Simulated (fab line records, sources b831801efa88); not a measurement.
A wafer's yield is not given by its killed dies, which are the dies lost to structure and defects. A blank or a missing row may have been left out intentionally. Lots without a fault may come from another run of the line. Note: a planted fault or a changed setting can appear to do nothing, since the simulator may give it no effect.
What tool caused it? || flow gf180mcu || 6 lots (18 wafers sampled), 1 step of a 602-step route

WHAT EACH GAUGE READ, for each wafer
GF_STI_THK_MEAS_02.
{"lot": "L653", "measured": "day 1 16:47", "on": "filmMetro-03", "STI_OXIDATION_THK (nm)": "10.00 10.07 10.13"}
{"lot": "L656", "measured": "day 2 07:31", "on": "filmMetro-04", "STI_OXIDATION_THK (nm)": "9.94 9.98 9.90"}
{"lot": "L658", "measured": "day 2 19:50", "on": "filmMetro-01", "STI_OXIDATION_THK (nm)": "10.05 10.13 10.07"}
{"lot": "L659", "measured": "day 3 05:30", "on": "filmMetro-03", "STI_OXIDATION_THK (nm)": "9.95 9.82 9.83"}
{"lot": "L662", "measured": "day 3 13:52", "on": "filmMetro-04", "STI_OXIDATION_THK (nm)": "10.17 10.24 10.39"}
{"lot": "L666", "measured": "day 4 10:28", "on": "filmMetro-04", "STI_OXIDATION_THK (nm)": "9.89 9.78 9.93"}

WHICH TOOL RAN EACH LOT (tool, then ch and the chambers of the sampled wafers, then the start)
The record shows no process step preceding these readings.

THE ANSWER, worked out from the rows above alone
Rule: usual is defined by the lots themselves. The widest of any qualifying gaps counts: lots, ordered by their means at a reading, are off when they make up no more than a third of the lots, leave a main group of 4 or more, and stand apart from it by 3 or more times the standard deviation of that group's means. Not used: any main group whose means are identical at the precision the tables above print for the reading. A lot without any number at a reading at which 4 lots or more have one is off too. All remaining lots with rows at the step are treated as sound.
Nothing can be told from this: no lot is off at any reading shown.

WHAT WAS PUT IN BY THE SIMULATOR
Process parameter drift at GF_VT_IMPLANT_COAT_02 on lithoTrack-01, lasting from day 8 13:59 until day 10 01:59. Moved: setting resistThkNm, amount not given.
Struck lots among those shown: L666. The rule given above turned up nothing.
